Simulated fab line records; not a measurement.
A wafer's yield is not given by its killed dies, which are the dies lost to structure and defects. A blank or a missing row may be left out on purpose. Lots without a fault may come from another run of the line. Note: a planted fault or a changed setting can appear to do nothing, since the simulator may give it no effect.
Which tool was responsible?    flow sky130    34 wafers from 12 lots sampled at 6 of the route's 708 steps

## WHAT THE GAUGES SHOWED, per wafer
SKY_LDD_N_OVL_MEAS_07.
lot   measured      on          LDD_N_OVL (nm)
L951  day 18 00:19  overlay-01  0.4 0.3 -0.5
L952  day 18 16:16  overlay-02  1.9 1.0 1.6
L953  day 19 04:40  overlay-02  1.9 0.5 0.8
L954  day 19 05:43  overlay-02  0.0 1.4 0.6
L956  day 20 04:14  overlay-02  1.0 1.8
L957  day 20 10:15  overlay-02  0.1 0.8
L964  day 23 02:31  overlay-02  1.5 1.2 -0.3
L965  day 23 03:07  overlay-01  -1.0 -2.0 -0.1
L968  day 24 14:19  overlay-01  0.3 -0.6 0.2
L969  day 24 21:34  overlay-02  -0.7 2.1 1.0
L970  day 25 05:13  overlay-01  0.3 0.8 0.8
L971  day 25 07:20  overlay-02  -1.3 -1.6 -0.3

SKY_LDD_HVP_OVL_MEAS_07.
lot   measured      on          LDD_HVP_OVL (nm)
L951  day 21 21:35  overlay-01  -1.3 1.0 -0.3
L952  day 22 13:55  overlay-01  -2.1 0.1 -0.2
L953  day 23 02:25  overlay-02  -2.8 -2.2 -3.8
L954  day 23 09:46  overlay-01  -2.5 -2.8 -2.3
L956  day 23 23:58  overlay-01  0.7 0.0
L957  day 24 06:41  overlay-01  -2.6 -2.2
L964  day 26 21:33  overlay-02  -1.2 -1.1 0.6
L965  day 26 21:37  overlay-01  -0.7 -2.0 -1.5
L968  day 28 07:40  overlay-01  -1.8 -1.4 -2.8
L969  day 28 13:34  overlay-02  2.0 1.2 1.2
L970  day 28 21:31  overlay-01  -2.1 -3.6 -2.7
L971  day 28 23:02  overlay-02  -1.4 -1.6 -1.9

SKY_SD_N_RS_MEAS_16: uses a four-point probe to measure.
lot   measured      on             SD_N_RS (ohm/sq)
L951  day 28 04:00  film metro-04  68.63 68.63 68.63
L952  day 28 18:04  film metro-02  68.44 68.65 68.60
L953  day 29 07:47  film metro-04  68.52 68.61 68.52
L954  day 29 15:04  film metro-04  68.75 68.69 71.00
L956  day 30 03:32  film metro-04  68.62 70.93
L957  day 30 09:16  film metro-03  71.43 68.66
L964  day 32 19:26  film metro-04  68.41 68.40 68.51
L965  day 32 22:09  film metro-02  68.32 68.51 68.55
L968  day 34 05:23  film metro-03  68.71 68.47 68.58
L969  day 34 12:25  film metro-04  68.23 68.49 68.52
L970  day 34 17:37  film metro-04  68.59 68.59 68.52
L971  day 34 19:40  film metro-02  68.49 68.51 68.55

## WHAT TOOL EACH LOT RAN ON (gives the tool, then ch and the chambers of the sampled wafers, and finally the start)
lot   SKY_GATE_OXIDE_STRIP_13               SKY_SD_N_IMPLANT_09              SKY_SD_N_STRIP_11
L951  plasma asher-02 ch 0,1, day 14 03:20  implanter-02 ch 0, day 28 03:19  plasma asher-01 ch 0,1, day 28 03:37
L952  plasma asher-03 ch 0,1, day 14 15:32  implanter-04 ch 0, day 28 17:23  plasma asher-01 ch 0,1, day 28 17:40
L953  plasma asher-04 ch 0,1, day 15 02:46  implanter-04 ch 0, day 29 07:07  plasma asher-01 ch 0,1, day 29 07:24
L954  plasma asher-02 ch 0,1, day 15 06:25  implanter-04 ch 0, day 29 14:23  plasma asher-01 ch 0,1, day 29 14:40
L956  plasma asher-02 ch 0,1, day 16 00:25  implanter-04 ch 0, day 30 02:52  plasma asher-04 ch 0, day 30 03:09
L957  plasma asher-02 ch 0, day 16 07:05    implanter-04 ch 0, day 30 08:35  plasma asher-04 ch 1, day 30 08:53
L964  plasma asher-03 ch 0,1, day 18 21:20  implanter-04 ch 0, day 32 18:46  plasma asher-03 ch 0,1, day 32 19:02
L965  plasma asher-02 ch 0,1, day 19 00:21  implanter-02 ch 0, day 32 21:28  plasma asher-04 ch 0,1, day 32 21:44
L968  plasma asher-03 ch 0,1, day 20 13:00  implanter-04 ch 0, day 34 04:28  plasma asher-04 ch 0,1, day 34 05:00
L969  plasma asher-02 ch 0,1, day 20 19:49  implanter-04 ch 0, day 34 11:41  plasma asher-04 ch 0,1, day 34 11:58
L970  plasma asher-04 ch 0,1, day 21 04:47  implanter-03 ch 0, day 34 16:56  plasma asher-01 ch 0,1, day 34 17:13
L971  plasma asher-03 ch 0,1, day 21 05:40  implanter-03 ch 0, day 34 18:59  plasma asher-01 ch 0,1, day 34 19:15
- SKY_GATE_OXIDE_STRIP_13: strips in O2/N2.
- SKY_SD_N_IMPLANT_09
- SKY_SD_N_STRIP_11: strips in O2/N2.

## AS READ BY THE TOOLS THEMSELVES (means over the sampled wafers that have a number; for cases with no such wafer, the mark the record gives instead)
SKY_GATE_OXIDE_STRIP_13.
lot   tool             drypump motor current A (A)  oes product au (a.u.)  strip time to endpoint s (s)
L951  plasma asher-02  6.3                          0.716                  14.20
L952  plasma asher-03  5.7                          0.713                  14.21
L953  plasma asher-04  5.7                          0.716                  14.15
L954  plasma asher-02  6.0                          0.716                  14.14
L956  plasma asher-02  6.2                          0.715                  14.20
L957  plasma asher-02  6.5                          0.716                  14.21
L964  plasma asher-03  5.7                          0.717                  14.25
L965  plasma asher-02  6.3                          0.716                  14.22
L968  plasma asher-03  5.7                          0.715                  14.20
L969  plasma asher-02  6.0                          0.715                  14.22
L970  plasma asher-04  5.7                          0.714                  14.22
L971  plasma asher-03  5.7                          0.716                  14.17

SKY_SD_N_IMPLANT_09.
lot   tool          beam on s (s)  faraday current uA
L951  implanter-02  20.5           10698
L952  implanter-04  19.7           11121
L953  implanter-04  20.2           10900
L954  implanter-04  18.7           11938
L956  implanter-04  17.9           12402
L957  implanter-04  18.2           12234
L964  implanter-04  20.7           10591
L965  implanter-02  20.1           10912
L968  implanter-04  20.2           10844
L969  implanter-04  20.1           10915
L970  implanter-03  18.4           11927
L971  implanter-03  18.3           11989

SKY_SD_N_STRIP_11.
lot   tool             drypump motor current A (A)  oes product au (a.u.)  strip time to endpoint s (s)
L951  plasma asher-01  4.9                          0.531                  22.57
L952  plasma asher-01  4.9                          0.526                  22.58
L953  plasma asher-01  4.9                          0.528                  22.53
L954  plasma asher-01  4.9                          0.529                  22.26
L956  plasma asher-04  5.6                          0.538                  22.08
L957  plasma asher-04  6.0                          0.540                  22.03
L964  plasma asher-03  6.0                          0.526                  22.58
L965  plasma asher-04  5.9                          0.526                  22.63
L968  plasma asher-04  5.9                          0.525                  22.54
L969  plasma asher-04  5.7                          0.528                  22.51
L970  plasma asher-01  4.9                          0.526                  22.51
L971  plasma asher-01  4.9                          0.526                  22.52

## THE ANSWER, worked out from the rows above alone
Rule: usual is defined by the lots themselves. The widest of any qualifying gaps counts: lots, ordered by their means at a reading, are off when they make up no more than a third of the lots, leave a main group of 4 or more, and stand apart from it by 3 or more times the standard deviation of that group's means. The tables above print the reading to a certain number of digits; a main group whose means all agree to those digits is not used. Also off: a lot with no number at a reading for which 4 or more lots have one. The other lots that the step has rows for count as sound. First the gauges in route order, then the tools' own readings, where a lot's mean is used as printed above. At the first step where some lot is off, the reading lying furthest off is the one used; lots without a number count as furthest.
Off: at SKY_SD_N_RS_MEAS_16 (SD_N_RS), L954, L956, L957. Mean 68.53 ohm/sq and standard deviation 0.069 in the main group.
If a tool, at a process step before that reading, ran all the lots that are off and no sound lot after the first of them, it fits. Not tried: the gauges at SKY_SD_N_RS_MEAS_16; whatever is off there is also off at SKY_SD_N_STRIP_11, on other tools, and gauge error can't account for it. No candidate that was tried fits.

## WHAT THE SIMULATOR HAD INSERTED
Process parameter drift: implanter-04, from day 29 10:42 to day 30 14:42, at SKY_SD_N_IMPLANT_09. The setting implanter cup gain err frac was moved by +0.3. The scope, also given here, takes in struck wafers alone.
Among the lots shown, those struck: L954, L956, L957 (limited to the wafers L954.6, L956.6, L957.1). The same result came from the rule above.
